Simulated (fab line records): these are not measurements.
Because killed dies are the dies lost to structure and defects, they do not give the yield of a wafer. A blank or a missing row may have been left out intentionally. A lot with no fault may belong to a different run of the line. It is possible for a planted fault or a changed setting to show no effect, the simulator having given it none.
Matching of chambers :: flow sky130 :: SKY_VIA1_CMP_02 on cmp-02 has 4 sister chambers
The step polishes SiO2. 8 wafers are shown with their chamber, then 8 later ones without.

== EACH WAFER AND ITS CHAMBER ==
wafer: L574.3
chamber: 0
motor_current_A (A): 13.3

wafer: L576.5
chamber: 3
motor_current_A (A): 12.2

wafer: L577.2
chamber: 2
motor_current_A (A): 12.5

wafer: L577.3
chamber: 3
motor_current_A (A): 12.7

wafer: L580.1
chamber: 1
motor_current_A (A): 14.8

wafer: L580.2
chamber: 2
motor_current_A (A): 12.4

wafer: L580.4
chamber: 0
motor_current_A (A): 13.4

wafer: L582.2
chamber: 1
motor_current_A (A): 14.6

== WAFERS MISSING THEIR CHAMBER ==
wafer: L582.3
motor_current_A (A): 12.3

wafer: L582.6
motor_current_A (A): 14.5

wafer: L583.2
motor_current_A (A): 15.4

wafer: L583.4
motor_current_A (A): 14.0

wafer: L583.5
motor_current_A (A): 15.3

wafer: L592.2
motor_current_A (A): 12.3

wafer: L592.3
motor_current_A (A): 11.7

wafer: L592.4
motor_current_A (A): 13.5

== EACH ONE'S CHAMBER ==
wafer: L582.3
from the rows above: can't be placed: 2 or 3
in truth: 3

wafer: L582.6
from the rows above: 1
in truth: 1

wafer: L583.2
from the rows above: 1
in truth: 1

wafer: L583.4
from the rows above: can't be placed: 0 or 1
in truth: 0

wafer: L583.5
from the rows above: 1
in truth: 1

wafer: L592.2
from the rows above: can't be placed: 2 or 3
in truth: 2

wafer: L592.3
from the rows above: can't be placed: 2 or 3
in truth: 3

wafer: L592.4
from the rows above: 0
in truth: 0
4 of 8 placed correctly. These rows do not allow placing 4 (true chamber among the candidates in 4). Wrongly placed: 0.
How it was worked out, from the rows above alone: a wafer's distance from a chamber is the root of the sum, over the readings, of the square of ((its reading less the chamber's mean) divided by the reading's scatter). If the next closest chamber is less than 2 further off than the closest, the wafer can't be placed; otherwise it belongs to the closest. Each chamber's mean is taken over the wafers shown for it. How the scatter is found: for the shown wafers, subtract from each reading the mean of its chamber, square and add these, divide the total by (wafers less chambers), then take the root.
